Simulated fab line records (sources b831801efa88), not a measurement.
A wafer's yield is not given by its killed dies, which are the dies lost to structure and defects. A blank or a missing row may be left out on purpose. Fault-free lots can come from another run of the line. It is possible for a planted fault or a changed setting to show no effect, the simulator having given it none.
fab line records ; flow gf180mcu
record lots=24; wafers=72; lastDay=35
route steps=602 shown CONTACT@301 V1@336 M2@365 V2@387 V4@501
lots with no fault: from the same line, run without faults
startH: hours from the record's opening day to when the first of the lot's shown wafers began ; waitH: hours from the lot's prior step to this one ; " unchanged from the row above ; L1.1+2: one row covering several wafers at once ; - value missing, or start not given ; * or withheld: withheld ; < > ~ a bound
route shown NAME@n: NAME is a module with steps in the file, n the number in the route of the first one ; usual: mean/standard deviation taken from wafers without a fault ; same: alike in all rows ; chamber/n: place in a boat ; sites: readings site by site ; _std_site: standard deviation across them ; _edge_site: inner sites' mean taken away from outer sites' mean ; radiusMm: for every site, how far away it sits from the centre of the wafer ; mask NAME#n: copy n ; behind: the most recent tool/chamber to have shaped the wafer ; hold: cause of the lot's hold/its duration in hours/its outcome ; device: the transistor (n, p or np) that didn't switch ; end of line: the tests these same wafers got at the end of their route ; where a step has no rows: the recipe by itself ; killed: not the wafer's yield, but the dies lost to structure and defects at the first sort ; map: the dies of a wafer, with x for killed, . for not killed, _ for no die there
set.NAME: the setting that was run; set.NAME@STEP: the one run at that earlier step ; model.NAME: the simulator's own value behind a step, which no gauge read
the route's steps for a sample of lots (tables are steps, rows are wafers)
services: from which hour (startH, from the record's first day; less than 0 if before it) a tool's chamber was out of use, for how many hours, and why
## steps
# step GF_CONTACT_CD_MEAS_14
# recipe targetCdNm=220
# usual cdNm=220.1/1.5
lot.wafer;tool;chamber;startH;waitH;cdNm
L074.1;cdSem-02;-;379.47;0.1;218.0
L074.2;cdSem-02;-;379.47;0.1;218.1
L074.3;cdSem-02;-;379.47;0.1;218.2
L075.1;cdSem-01;-;386.58;0.1;219.7
L075.2;cdSem-01;-;386.58;0.1;221.4
L075.5;cdSem-01;-;386.58;0.1;220.7
L076.1;cdSem-01;-;395.17;0.1;220.7
L076.2;cdSem-01;-;395.17;0.1;220.0
L076.3;cdSem-01;-;395.17;0.1;221.6
L077.3;cdSem-02;-;402.16;0.1;217.6
L077.5;cdSem-02;-;402.16;0.1;218.5
L077.6;cdSem-02;-;402.16;0.1;218.7
L078.3;cdSem-01;-;408.77;0.1;218.4
L078.5;cdSem-01;-;408.77;0.1;217.6
L078.6;cdSem-01;-;408.77;0.1;218.0
L079.2;cdSem-02;-;418.75;0.1;220.2
L079.3;cdSem-02;-;418.75;0.1;222.2
L079.5;cdSem-02;-;418.75;0.1;220.3
L080.1;cdSem-02;-;433.32;0.1;221.2
L080.3;cdSem-02;-;433.32;0.1;220.2
L080.4;cdSem-02;-;433.32;0.1;220.8
L081.1;cdSem-02;-;442.07;0.1;219.2
L081.2;cdSem-02;-;442.07;0.1;220.1
L081.3;cdSem-02;-;442.07;0.1;217.9
L082.3;cdSem-01;-;450.21;0.1;222.3
L082.5;cdSem-01;-;450.21;0.1;220.1
L082.6;cdSem-01;-;450.21;0.1;219.5
L083.2;cdSem-01;-;458.54;0.1;218.0
L083.3;cdSem-01;-;458.54;0.1;218.8
L083.5;cdSem-01;-;458.54;0.1;217.7
L084.2;cdSem-01;-;466.14;0.1;219.2
L084.3;cdSem-01;-;466.14;0.1;219.1
L084.5;cdSem-01;-;466.14;0.1;219.1
L085.1;cdSem-02;-;468.52;0.1;223.6
L085.3;cdSem-02;-;468.52;0.1;225.0
L085.4;cdSem-02;-;468.52;0.1;224.2
L086.3;cdSem-01;-;484.07;0.1;221.6
L086.5;cdSem-01;-;484.07;0.1;220.7
L086.6;cdSem-01;-;484.07;0.1;223.7
L087.1;cdSem-02;-;491.28;0.1;221.1
L087.2;cdSem-02;-;491.28;0.1;219.8
L087.3;cdSem-02;-;491.28;0.1;220.9
L088.1;cdSem-01;-;502.08;0.1;220.4
L088.2;cdSem-01;-;502.08;0.1;219.6
L088.6;cdSem-01;-;502.08;0.1;219.6
L089.2;cdSem-02;-;507.74;0.1;220.6
L089.4;cdSem-02;-;507.74;0.1;219.8
L089.5;cdSem-02;-;507.74;0.1;220.1
L090.1;cdSem-01;-;514.38;0.1;221.1
L090.3;cdSem-01;-;514.38;0.1;222.5
L090.6;cdSem-01;-;514.38;0.1;222.6
L091.1;cdSem-02;-;523.97;0.1;219.0
L091.2;cdSem-02;-;523.97;0.1;219.2
L091.4;cdSem-02;-;523.97;0.1;219.0
L092.1;cdSem-02;-;532.17;0.1;219.1
L092.2;cdSem-02;-;532.17;0.1;217.6
L092.4;cdSem-02;-;532.17;0.1;218.6
L093.1;cdSem-01;-;538.57;0.1;219.6
L093.2;cdSem-01;-;538.57;0.1;220.1
L093.5;cdSem-01;-;538.57;0.1;218.4
L094.1;cdSem-02;-;553.67;0.1;220.7
L094.4;cdSem-02;-;553.67;0.1;219.7
L094.6;cdSem-02;-;553.67;0.1;220.2
L095.2;cdSem-02;-;556.19;0.1;219.9
L095.4;cdSem-02;-;556.19;0.1;220.0
L095.6;cdSem-02;-;556.19;0.1;220.5
L096.2;cdSem-02;-;563.94;0.1;220.4
L096.3;cdSem-02;-;563.94;0.1;220.2
L096.5;cdSem-02;-;563.94;0.1;219.1
L097.2;cdSem-02;-;568.29;0.1;220.8
L097.3;cdSem-02;-;568.29;0.1;219.5
L097.6;cdSem-02;-;568.29;0.1;220.3
# step GF_V1_THK_MEAS_01
# recipe reads=SiO2_of_V1_CVD_00
# usual V1_CVD_00_THK=600/5.9
lot.wafer;tool;chamber;startH;waitH;V1_CVD_00_THK[nm]
L074.1;filmMetro-01;-;405.60;0.0;589
L074.2;filmMetro-01;-;405.60;0.0;603
L074.3;filmMetro-01;-;405.60;0.0;603
L075.1;filmMetro-01;-;412.31;0.0;601
L075.2;filmMetro-01;-;412.31;0.0;598
L075.5;filmMetro-01;-;412.31;0.0;606
L076.1;filmMetro-04;-;420.88;0.0;603
L076.2;filmMetro-04;-;420.88;0.0;597
L076.3;filmMetro-04;-;420.88;0.0;596
L077.3;filmMetro-03;-;428.91;0.1;602
L077.5;filmMetro-03;-;428.91;0.1;594
L077.6;filmMetro-03;-;428.91;0.1;603
L078.3;filmMetro-04;-;435.28;0.1;599
L078.5;filmMetro-04;-;435.28;0.1;597
L078.6;filmMetro-04;-;435.28;0.1;605
L079.2;filmMetro-01;-;445.72;0.0;607
L079.3;filmMetro-01;-;445.72;0.0;611
L079.5;filmMetro-01;-;445.72;0.0;607
L080.1;filmMetro-03;-;460.56;0.0;596
L080.3;filmMetro-03;-;460.56;0.0;610
L080.4;filmMetro-03;-;460.56;0.0;599
L081.1;filmMetro-01;-;468.96;0.0;609
L081.2;filmMetro-01;-;468.96;0.0;598
L081.3;filmMetro-01;-;468.96;0.0;601
L082.3;filmMetro-03;-;477.03;0.1;603
L082.5;filmMetro-03;-;477.03;0.1;612
L082.6;filmMetro-03;-;477.03;0.1;604
L083.2;filmMetro-03;-;485.61;0.0;591
L083.3;filmMetro-03;-;485.61;0.0;597
L083.5;filmMetro-03;-;485.61;0.0;601
L084.2;filmMetro-03;-;493.30;0.0;609
L084.3;filmMetro-03;-;493.30;0.0;599
L084.5;filmMetro-03;-;493.30;0.0;599
L085.1;filmMetro-01;-;495.91;0.0;602
L085.3;filmMetro-01;-;495.91;0.0;602
L085.4;filmMetro-01;-;495.91;0.0;602
L086.3;filmMetro-03;-;510.76;0.1;591
L086.5;filmMetro-03;-;510.76;0.1;584
L086.6;filmMetro-03;-;510.76;0.1;590
L087.1;filmMetro-04;-;517.75;0.0;593
L087.2;filmMetro-04;-;517.75;0.0;588
L087.3;filmMetro-04;-;517.75;0.0;603
L088.1;filmMetro-03;-;528.71;0.0;601
L088.2;filmMetro-03;-;528.71;0.0;595
L088.6;filmMetro-03;-;528.71;0.0;601
L089.2;filmMetro-04;-;533.51;0.0;603
L089.4;filmMetro-04;-;533.51;0.0;595
L089.5;filmMetro-04;-;533.51;0.0;603
L090.1;filmMetro-03;-;540.50;0.0;599
L090.3;filmMetro-03;-;540.50;0.0;596
L090.6;filmMetro-03;-;540.50;0.0;599
L091.1;filmMetro-03;-;548.67;0.0;589
L091.2;filmMetro-03;-;548.67;0.0;603
L091.4;filmMetro-03;-;548.67;0.0;592
L092.1;filmMetro-01;-;557.70;0.0;606
L092.2;filmMetro-01;-;557.70;0.0;605
L092.4;filmMetro-01;-;557.70;0.0;610
L093.1;filmMetro-04;-;563.94;0.0;597
L093.2;filmMetro-04;-;563.94;0.0;600
L093.5;filmMetro-04;-;563.94;0.0;606
L094.1;filmMetro-04;-;577.76;0.0;594
L094.4;filmMetro-04;-;577.76;0.0;605
L094.6;filmMetro-04;-;577.76;0.0;605
L095.2;filmMetro-04;-;580.66;0.0;607
L095.4;filmMetro-04;-;580.66;0.0;603
L095.6;filmMetro-04;-;580.66;0.0;603
L096.2;filmMetro-04;-;588.12;0.0;602
L096.3;filmMetro-04;-;588.12;0.0;607
L096.5;filmMetro-04;-;588.12;0.0;608
L097.2;filmMetro-03;-;592.98;0.0;595
L097.3;filmMetro-03;-;592.98;0.0;603
L097.6;filmMetro-03;-;592.98;0.0;593
# step GF_V1_STRIP_18
# recipe chemistry=O2/N2; powerW=1400; pressureMtorr=1500; platenTempC=250; o2FlowSccm=3000; n2FlowSccm=300; overashFraction=0.5
# usual drypumpMotorCurrentA=5.62/0.23; heaterPowerW=319/29; n2FlowSccm=299.9/0.79; oesProductAu=0.593/0.0047
lot.wafer;tool;chamber;startH;waitH;drypumpMotorCurrentA;heaterPowerW;n2FlowSccm;oesProductAu;rfHoursCounterH
L074.1;plasmaAsher-02;1;430.61;-;6.20;374;298.4;0.593;0
L074.2;plasmaAsher-02;0;430.61;-;5.24;329;299.2;0.598;0
L074.3;plasmaAsher-02;0;430.61;-;5.28;339;298.8;0.588;-
L075.1;plasmaAsher-03;1;438.02;-;5.48;273;298.5;0.591;60
L075.2;plasmaAsher-03;0;438.02;-;5.66;335;298.5;0.581;60
L075.5;plasmaAsher-03;0;438.02;-;5.69;323;300.5;0.589;-
L076.1;plasmaAsher-04;1;446.52;-;5.49;331;299.2;0.587;35
L076.2;plasmaAsher-04;0;446.52;-;5.61;305;301.0;0.587;35
L076.3;plasmaAsher-04;0;446.52;-;5.61;296;301.5;0.582;-
L077.3;plasmaAsher-04;0;454.55;-;5.64;309;300.4;0.599;-
L077.5;plasmaAsher-04;0;454.55;-;5.63;298;298.7;0.592;-
L077.6;plasmaAsher-04;1;454.55;-;5.50;326;299.8;0.596;-
L078.3;plasmaAsher-04;0;461.04;-;5.60;301;300.6;0.595;-
L078.5;plasmaAsher-04;1;461.04;-;5.50;334;299.2;0.596;-
L078.6;plasmaAsher-04;0;461.04;-;5.63;305;299.0;0.587;-
L079.2;plasmaAsher-04;0;471.51;-;5.62;302;299.7;0.599;38
L079.3;plasmaAsher-04;1;471.51;-;5.52;334;299.7;0.586;-
L079.5;plasmaAsher-04;1;471.51;-;5.51;335;300.7;0.592;-
L080.1;plasmaAsher-04;1;485.96;-;5.50;334;299.2;0.599;40
L080.3;plasmaAsher-04;1;485.96;-;5.52;323;299.2;0.596;-
L080.4;plasmaAsher-04;0;485.96;-;5.62;299;300.0;0.593;-
L081.1;plasmaAsher-04;1;494.27;-;5.51;328;299.7;0.597;40
L081.2;plasmaAsher-04;0;494.27;-;5.61;303;300.3;0.601;40
L081.3;plasmaAsher-04;0;494.27;-;5.64;295;299.0;0.592;-
L082.3;plasmaAsher-04;1;502.05;-;5.49;338;300.0;0.591;-
L082.5;plasmaAsher-04;0;502.05;-;5.62;300;300.7;0.595;-
L082.6;plasmaAsher-04;1;502.05;-;5.51;332;299.9;0.593;-
L083.2;plasmaAsher-04;0;510.56;-;5.61;307;299.8;0.592;42
L083.3;plasmaAsher-04;0;510.56;-;5.61;301;300.3;0.588;-
L083.5;plasmaAsher-04;0;510.56;-;5.62;304;299.9;0.589;-
L084.2;plasmaAsher-03;0;518.11;-;5.73;334;298.7;0.581;68
L084.3;plasmaAsher-03;1;518.11;-;5.48;285;298.9;0.598;-
L084.5;plasmaAsher-03;1;518.11;-;5.53;280;300.0;0.596;-
L085.1;plasmaAsher-03;0;520.72;-;5.71;333;299.5;0.597;68
L085.3;plasmaAsher-03;0;520.72;-;5.69;333;299.9;0.597;-
L085.4;plasmaAsher-03;1;520.72;-;5.52;280;299.0;0.592;-
L086.3;plasmaAsher-03;0;535.56;-;5.72;327;300.4;0.601;-
L086.5;plasmaAsher-03;1;535.56;-;5.52;277;300.6;0.594;-
L086.6;plasmaAsher-03;0;535.56;-;5.67;326;299.7;0.595;-
L087.1;plasmaAsher-02;0;541.40;-;5.25;336;301.0;0.605;11
L087.2;plasmaAsher-02;1;541.40;-;6.16;378;299.1;0.588;11
L087.3;plasmaAsher-02;1;541.40;-;6.17;380;300.2;0.592;-
L088.1;plasmaAsher-03;0;552.56;-;5.68;329;301.9;0.594;72
L088.2;plasmaAsher-03;1;552.56;-;5.56;277;299.7;0.590;72
L088.6;plasmaAsher-03;0;552.56;-;5.70;326;302.0;0.600;-
L089.2;plasmaAsher-03;0;557.22;-;5.74;327;300.5;0.598;72
L089.4;plasmaAsher-03;0;557.22;-;5.72;325;299.6;0.590;-
L089.5;plasmaAsher-03;1;557.22;-;5.52;281;300.5;0.588;-
L090.1;plasmaAsher-02;1;564.46;-;6.20;377;300.1;0.592;14
L090.3;plasmaAsher-02;1;564.46;-;6.22;382;299.9;0.593;-
L090.6;plasmaAsher-02;1;564.46;-;6.21;376;299.6;0.591;-
L091.1;plasmaAsher-03;1;571.71;-;5.50;273;300.1;0.604;74
L091.2;plasmaAsher-03;0;571.71;-;5.72;326;301.3;0.581;74
L091.4;plasmaAsher-03;1;571.71;-;5.52;275;300.4;0.598;-
L092.1;plasmaAsher-03;0;580.50;-;5.70;322;301.4;0.586;75
L092.2;plasmaAsher-03;1;580.50;-;5.50;276;300.0;0.592;75
L092.4;plasmaAsher-03;0;580.50;-;5.73;328;299.6;0.596;-
L093.1;plasmaAsher-02;0;586.45;-;5.27;335;299.5;0.592;16
L093.2;plasmaAsher-02;1;586.45;-;6.19;373;299.6;0.598;16
L093.5;plasmaAsher-02;1;586.45;-;6.18;380;301.4;0.596;-
L094.1;plasmaAsher-03;1;600.67;-;5.49;273;298.8;0.590;78
L094.4;plasmaAsher-03;0;600.67;-;5.70;328;299.3;0.591;-
L094.6;plasmaAsher-03;0;600.67;-;5.71;329;298.9;0.597;-
L095.2;plasmaAsher-02;1;602.91;-;6.18;366;300.2;0.597;18
L095.4;plasmaAsher-02;1;602.91;-;6.17;384;299.9;0.589;-
L095.6;plasmaAsher-02;0;602.91;-;5.26;328;299.1;0.592;-
L096.2;plasmaAsher-03;1;610.80;-;5.49;281;299.5;0.599;79
L096.3;plasmaAsher-03;1;610.80;-;5.50;281;300.6;0.589;-
L096.5;plasmaAsher-03;1;610.80;-;5.51;275;299.0;0.593;-
L097.2;plasmaAsher-04;1;615.02;-;5.52;339;299.3;0.594;50
L097.3;plasmaAsher-04;1;615.02;-;5.50;330;300.2;0.596;-
L097.6;plasmaAsher-04;1;615.02;-;5.52;328;299.2;0.587;-
# step GF_M2_SPUTTER_03
# recipe material=Ti; targetThkNm=10; substrateTempC=300; chamberPressurePa=0.3; powerW=3000; timeS=6.7
# usual throttleValvePct=29.9/1.1
# same timeS=6.7
lot.wafer;tool;chamber;startH;waitH;throttleValvePct
L074.1;pvdSputter-03;-;432.00;0.0;30.3
L074.2;pvdSputter-03;-;432.00;0.0;27.6
L074.3;pvdSputter-03;-;432.00;0.0;29.9
L075.1;pvdSputter-03;-;439.40;0.0;27.6
L075.2;pvdSputter-03;-;439.40;0.0;30.1
L075.5;pvdSputter-03;-;439.40;0.0;29.7
L076.1;pvdSputter-03;-;447.93;0.0;27.8
L076.2;pvdSputter-03;-;447.93;0.0;29.7
L076.3;pvdSputter-03;-;447.93;0.0;29.2
L077.3;pvdSputter-02;-;455.91;0.0;31.7
L077.5;pvdSputter-02;-;455.91;0.0;30.8
L077.6;pvdSputter-02;-;455.91;0.0;28.6
L078.3;pvdSputter-01;-;462.43;0.0;30.1
L078.5;pvdSputter-01;-;462.43;0.0;29.8
L078.6;pvdSputter-01;-;462.43;0.0;30.1
L079.2;pvdSputter-02;-;472.91;0.0;30.7
L079.3;pvdSputter-02;-;472.91;0.0;29.0
L079.5;pvdSputter-02;-;472.91;0.0;28.3
L080.1;pvdSputter-02;-;487.35;0.0;31.2
L080.3;pvdSputter-02;-;487.35;0.0;31.8
L080.4;pvdSputter-02;-;487.35;0.0;28.6
L081.1;pvdSputter-01;-;495.67;0.0;29.8
L081.2;pvdSputter-01;-;495.67;0.0;30.6
L081.3;pvdSputter-01;-;495.67;0.0;29.5
L082.3;pvdSputter-01;-;503.41;0.0;30.0
L082.5;pvdSputter-01;-;503.41;0.0;29.5
L082.6;pvdSputter-01;-;503.41;0.0;30.5
L083.2;pvdSputter-02;-;511.99;0.0;28.4
L083.3;pvdSputter-02;-;511.99;0.0;31.9
L083.5;pvdSputter-02;-;511.99;0.0;30.9
L084.2;pvdSputter-02;-;519.51;0.0;29.0
L084.3;pvdSputter-02;-;519.51;0.0;32.0
L084.5;pvdSputter-02;-;519.51;0.0;30.8
L085.1;pvdSputter-02;-;522.10;0.0;28.4
L085.3;pvdSputter-02;-;522.10;0.0;31.9
L085.4;pvdSputter-02;-;522.10;0.0;29.0
L086.3;pvdSputter-02;-;536.91;0.0;30.7
L086.5;pvdSputter-02;-;536.91;0.0;30.7
L086.6;pvdSputter-02;-;536.91;0.0;28.6
L087.1;pvdSputter-02;-;542.79;0.0;28.8
L087.2;pvdSputter-02;-;542.79;0.0;30.7
L087.3;pvdSputter-02;-;542.79;0.0;29.1
L088.1;pvdSputter-01;-;553.95;0.0;30.4
L088.2;pvdSputter-01;-;553.95;0.0;29.7
L088.6;pvdSputter-01;-;553.95;0.0;30.3
L089.2;pvdSputter-02;-;558.62;0.0;29.2
L089.4;pvdSputter-02;-;558.62;0.0;28.3
L089.5;pvdSputter-02;-;558.62;0.0;31.0
L090.1;pvdSputter-01;-;565.85;0.0;30.0
L090.3;pvdSputter-01;-;565.85;0.0;30.5
L090.6;pvdSputter-01;-;565.85;0.0;29.7
L091.1;pvdSputter-02;-;573.21;0.0;30.8
L091.2;pvdSputter-02;-;573.21;0.0;28.5
L091.4;pvdSputter-02;-;573.21;0.0;32.1
L092.1;pvdSputter-03;-;581.92;0.0;30.3
L092.2;pvdSputter-03;-;581.92;0.0;29.5
L092.4;pvdSputter-03;-;581.92;0.0;29.8
L093.1;pvdSputter-02;-;587.90;0.0;28.7
L093.2;pvdSputter-02;-;587.90;0.0;32.0
L093.5;pvdSputter-02;-;587.90;0.0;31.1
L094.1;pvdSputter-03;-;602.05;0.0;29.7
L094.4;pvdSputter-03;-;602.05;0.0;29.5
L094.6;pvdSputter-03;-;602.05;0.0;30.6
L095.2;pvdSputter-02;-;604.30;0.0;31.0
L095.4;pvdSputter-02;-;604.30;0.0;31.9
L095.6;pvdSputter-02;-;604.30;0.0;31.8
L096.2;pvdSputter-03;-;612.19;0.0;29.8
L096.3;pvdSputter-03;-;612.19;0.0;29.5
L096.5;pvdSputter-03;-;612.19;0.0;30.4
L097.2;pvdSputter-01;-;616.40;0.0;30.0
L097.3;pvdSputter-01;-;616.40;0.0;29.8
L097.6;pvdSputter-01;-;616.40;0.0;30.0
# step GF_V2_BOW_MEAS_05
# recipe mode=bow
# usual V2_BOW=100/7.1
lot.wafer;tool;chamber;startH;waitH;V2_BOW[um]
L074.1;filmMetro-04;-;458.61;0.2;114
L074.2;filmMetro-04;-;458.61;0.2;99
L074.3;filmMetro-04;-;458.61;0.2;101
L075.1;filmMetro-01;-;465.61;0.2;103
L075.2;filmMetro-01;-;465.61;0.2;99
L075.5;filmMetro-01;-;465.61;0.2;108
L076.1;filmMetro-01;-;473.54;0.1;108
L076.2;filmMetro-01;-;473.54;0.1;108
L076.3;filmMetro-01;-;473.54;0.1;112
L077.3;filmMetro-04;-;481.83;0.3;77
L077.5;filmMetro-04;-;481.83;0.3;91
L077.6;filmMetro-04;-;481.83;0.3;106
L078.3;filmMetro-01;-;488.22;0.2;104
L078.5;filmMetro-01;-;488.22;0.2;91
L078.6;filmMetro-01;-;488.22;0.2;97
L079.2;filmMetro-01;-;498.00;0.2;103
L079.3;filmMetro-01;-;498.00;0.2;94
L079.5;filmMetro-01;-;498.00;0.2;96
L080.1;filmMetro-02;-;512.79;0.3;105
L080.3;filmMetro-02;-;512.79;0.3;102
L080.4;filmMetro-02;-;512.79;0.3;101
L081.1;filmMetro-02;-;521.10;0.2;94
L081.2;filmMetro-02;-;521.10;0.2;100
L081.3;filmMetro-02;-;521.10;0.2;113
L082.3;filmMetro-02;-;528.88;0.2;97
L082.5;filmMetro-02;-;528.88;0.2;92
L082.6;filmMetro-02;-;528.88;0.2;106
L083.2;filmMetro-01;-;536.96;0.3;98
L083.3;filmMetro-01;-;536.96;0.3;100
L083.5;filmMetro-01;-;536.96;0.3;100
L084.2;filmMetro-04;-;543.90;0.2;94
L084.3;filmMetro-04;-;543.90;0.2;91
L084.5;filmMetro-04;-;543.90;0.2;107
L085.1;filmMetro-01;-;547.44;0.1;102
L085.3;filmMetro-01;-;547.44;0.1;96
L085.4;filmMetro-01;-;547.44;0.1;112
L086.3;filmMetro-04;-;561.19;0.2;113
L086.5;filmMetro-04;-;561.19;0.2;103
L086.6;filmMetro-04;-;561.19;0.2;93
L087.1;filmMetro-01;-;566.93;0.1;95
L087.2;filmMetro-01;-;566.93;0.1;103
L087.3;filmMetro-01;-;566.93;0.1;102
L088.1;filmMetro-04;-;577.55;0.1;106
L088.2;filmMetro-04;-;577.55;0.1;100
L088.6;filmMetro-04;-;577.55;0.1;102
L089.2;filmMetro-01;-;583.11;0.2;100
L089.4;filmMetro-01;-;583.11;0.2;100
L089.5;filmMetro-01;-;583.11;0.2;91
L090.1;filmMetro-04;-;589.02;0.1;103
L090.3;filmMetro-04;-;589.02;0.1;91
L090.6;filmMetro-04;-;589.02;0.1;101
L091.1;filmMetro-02;-;597.22;0.2;101
L091.2;filmMetro-02;-;597.22;0.2;119
L091.4;filmMetro-02;-;597.22;0.2;104
L092.1;filmMetro-04;-;605.39;0.2;109
L092.2;filmMetro-04;-;605.39;0.2;97
L092.4;filmMetro-04;-;605.39;0.2;99
L093.1;filmMetro-04;-;610.58;0.1;97
L093.2;filmMetro-04;-;610.58;0.1;96
L093.5;filmMetro-04;-;610.58;0.1;90
L094.1;filmMetro-01;-;624.69;0.1;98
L094.4;filmMetro-01;-;624.69;0.1;93
L094.6;filmMetro-01;-;624.69;0.1;88
L095.2;filmMetro-04;-;627.47;0.3;100
L095.4;filmMetro-04;-;627.47;0.3;94
L095.6;filmMetro-04;-;627.47;0.3;106
L096.2;filmMetro-02;-;633.81;0.3;93
L096.3;filmMetro-02;-;633.81;0.3;97
L096.5;filmMetro-02;-;633.81;0.3;86
L097.2;filmMetro-02;-;639.00;0.2;92
L097.3;filmMetro-02;-;639.00;0.2;95
L097.6;filmMetro-02;-;639.00;0.2;105
# step GF_V4_THK_MEAS_25
# recipe thkMeasGauge=xrf; reads=W_of_V4_CVD_23
# usual V4_W_THK=370/4.7
lot.wafer;tool;chamber;startH;waitH;V4_W_THK[nm]
L074.1;filmMetro-02;-;583.22;0.1;361
L074.2;filmMetro-02;-;583.22;0.1;363
L074.3;filmMetro-02;-;583.22;0.1;363
L075.1;filmMetro-04;-;590.07;0.1;373
L075.2;filmMetro-04;-;590.07;0.1;376
L075.5;filmMetro-04;-;590.07;0.1;371
L076.1;filmMetro-01;-;595.02;0.1;372
L076.2;filmMetro-01;-;595.02;0.1;369
L076.3;filmMetro-01;-;595.02;0.1;376
L077.3;filmMetro-01;-;604.75;0.1;376
L077.5;filmMetro-01;-;604.75;0.1;378
L077.6;filmMetro-01;-;604.75;0.1;382
L078.3;filmMetro-02;-;610.06;0.1;378
L078.5;filmMetro-02;-;610.06;0.1;370
L078.6;filmMetro-02;-;610.06;0.1;373
L079.2;filmMetro-01;-;618.19;0.1;369
L079.3;filmMetro-01;-;618.19;0.1;365
L079.5;filmMetro-01;-;618.19;0.1;371
L080.1;filmMetro-04;-;632.55;0.1;363
L080.3;filmMetro-04;-;632.55;0.1;364
L080.4;filmMetro-04;-;632.55;0.1;367
L081.1;filmMetro-04;-;637.52;0.1;364
L081.2;filmMetro-04;-;637.52;0.1;365
L081.3;filmMetro-04;-;637.52;0.1;373
L082.3;filmMetro-01;-;644.64;0.1;362
L082.5;filmMetro-01;-;644.64;0.1;366
L082.6;filmMetro-01;-;644.64;0.1;372
L083.2;filmMetro-02;-;652.28;0.1;369
L083.3;filmMetro-02;-;652.28;0.1;368
L083.5;filmMetro-02;-;652.28;0.1;366
L084.2;filmMetro-01;-;659.50;0.1;367
L084.3;filmMetro-01;-;659.50;0.1;368
L084.5;filmMetro-01;-;659.50;0.1;372
L085.1;filmMetro-02;-;662.57;0.1;374
L085.3;filmMetro-02;-;662.57;0.1;366
L085.4;filmMetro-02;-;662.57;0.1;371
L086.3;filmMetro-01;-;674.18;0.1;377
L086.5;filmMetro-01;-;674.18;0.1;373
L086.6;filmMetro-01;-;674.18;0.1;374
L087.1;filmMetro-01;-;680.01;0.1;372
L087.2;filmMetro-01;-;680.01;0.1;379
L087.3;filmMetro-01;-;680.01;0.1;369
L088.1;filmMetro-02;-;687.28;0.1;372
L088.2;filmMetro-02;-;687.28;0.1;375
L088.6;filmMetro-02;-;687.28;0.1;375
L089.2;filmMetro-04;-;692.25;0.1;370
L089.4;filmMetro-04;-;692.25;0.1;371
L089.5;filmMetro-04;-;692.25;0.1;369
L090.1;filmMetro-02;-;699.98;0.1;367
L090.3;filmMetro-02;-;699.98;0.1;367
L090.6;filmMetro-02;-;699.98;0.1;369
L091.1;filmMetro-04;-;705.06;0.1;363
L091.2;filmMetro-04;-;705.06;0.1;370
L091.4;filmMetro-04;-;705.06;0.1;361
L092.1;filmMetro-01;-;713.43;0.1;368
L092.2;filmMetro-01;-;713.43;0.1;366
L092.4;filmMetro-01;-;713.43;0.1;375
L093.1;filmMetro-02;-;718.07;0.1;372
L093.2;filmMetro-02;-;718.07;0.1;374
L093.5;filmMetro-02;-;718.07;0.1;373
L094.1;filmMetro-01;-;728.08;0.1;374
L094.4;filmMetro-01;-;728.08;0.1;367
L094.6;filmMetro-01;-;728.08;0.1;369
L095.2;filmMetro-04;-;732.58;0.1;377
L095.4;filmMetro-04;-;732.58;0.1;377
L095.6;filmMetro-04;-;732.58;0.1;375
L096.2;filmMetro-04;-;738.32;0.1;374
L096.3;filmMetro-04;-;738.32;0.1;374
L096.5;filmMetro-04;-;738.32;0.1;370
L097.2;filmMetro-04;-;742.16;0.1;366
L097.3;filmMetro-04;-;742.16;0.1;371
L097.6;filmMetro-04;-;742.16;0.1;364
## services
tool;chamber;startH;hours;kind
plasmaAsher-02;-;421.32;9.0;pm
plasmaAsher-02;0;421.32;9.0;ventCycle
plasmaAsher-02;1;421.32;9.0;ventCycle
plasmaAsher-02;0;430.32;-;clean
plasmaAsher-02;1;430.32;-;clean
pvdSputter-03;0;450.96;-;consumableReplace:kit
pvdSputter-03;0;450.96;18.0;scheduledDown
pvdSputter-03;0;450.96;18.0;ventCycle
plasmaAsher-03;-;505.52;0.7;repair
pvdSputter-02;0;538.17;-;consumableReplace:kit
pvdSputter-02;0;538.17;18.0;scheduledDown
pvdSputter-02;0;538.17;18.0;ventCycle
plasmaAsher-04;-;580.19;28.1;pm
plasmaAsher-02;-;599.40;2.8;pm
pvdSputter-03;3;600.36;-;consumableReplace:kit
pvdSputter-03;3;600.36;18.0;scheduledDown
pvdSputter-03;3;600.36;18.0;ventCycle
pvdSputter-03;-;608.42;0.7;repair
## key
fault none
